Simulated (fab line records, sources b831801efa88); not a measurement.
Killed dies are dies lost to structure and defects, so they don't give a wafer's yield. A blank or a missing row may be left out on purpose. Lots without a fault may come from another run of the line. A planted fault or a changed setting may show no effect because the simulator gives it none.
Problem report in the 8D (eight disciplines) form, filled by code | flow sky130 | the parts of the form that need people (team, actions taken, sign-off) are left out

1. THE PROBLEM
heater_power_total_W at SKY_RES_XHIGH_DEHYDRATE_00 reads a mean of 165.60 W on 6 wafers of 2 lots; wafers without a fault read 160.38 W with a standard deviation of 0.12. That is +44 standard deviations from the usual mean.
The step: time 60 s.
First seen on wafer L696.3, day 29 07:50, on litho_track-04. The record holds 42 wafers of 14 lots with a number at this step. Rule for "out", or "out of limits": more than 4 standard deviations from the usual mean. The other wafers with a number count as sound.

2. WHAT IT IS AND WHAT IT IS NOT
question                    | is                                 | is not
which readings at this step | heater_power_total_W, plate_temp_C | -
which lots                  | L696, L697                         | L689, L690, L691, L692, L693, L700, L705, L707, L708, L710, L711, L712
which wafers of those lots  | all that have a number             | -
read on which tools         | litho_track-04                     | litho_track-01, litho_track-03
when                        | from day 29 07:50                  | up to then (15 sound wafers); but 21 sound wafers of L700, L705, L707, L708, L710, L711, L712 came after

3. SUSPECTS, AND WHAT RULES EACH OUT
Counting: a tool at a process step up to the reading stays a suspect if it ran every lot that is out and no sound lot after the first of them.
- litho_track-04 at SKY_RES_XHIGH_DEHYDRATE_00 (time 60 s): ruled out as a lasting fault. Sound lots L707 ran on it after its first lot that is out, L696 (day 29 07:50).
Left after counting: nothing in the record.

4. THE CAUSE (what the simulator had put in)
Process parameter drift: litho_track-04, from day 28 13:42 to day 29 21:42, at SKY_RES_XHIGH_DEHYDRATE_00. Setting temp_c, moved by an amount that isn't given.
Counting ruled it out, wrongly.

5. THE CHAIN OF EFFECTS, in route order
Each row: a reading whose mean over the struck wafers that have a number lies more than 3 standard deviations from the usual. Only readings for which the record gives a usual standard deviation are gone through. hours: the time from each lot's start at the first step in this table that gives one to its start at this step, as a median over the lots. sigmas: the change in usual standard deviations.
hours | step                       | reading              | usual    | on struck wafers | change | sigmas
0     | SKY_RES_XHIGH_DEHYDRATE_00 | heater_power_total_W | 160.38 W | 165.60           | +5.22  | +44
0     | SKY_RES_XHIGH_DEHYDRATE_00 | plate_temp_C         | 200.02 C | 205.20           | +5.18  | +32
The process steps in it:
- SKY_RES_XHIGH_DEHYDRATE_00: time 60 s.
Later measuring or inspecting steps at which every struck wafer that the step has a row for has a number for every such reading, and none has moved that far: SKY_SD_N_OVL_MEAS_08.

6. WHAT WOULD HAVE CAUGHT IT SOONER
In this record the first reading out of limits was taken at day 29 07:50, 18 hours after the fault began at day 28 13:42.
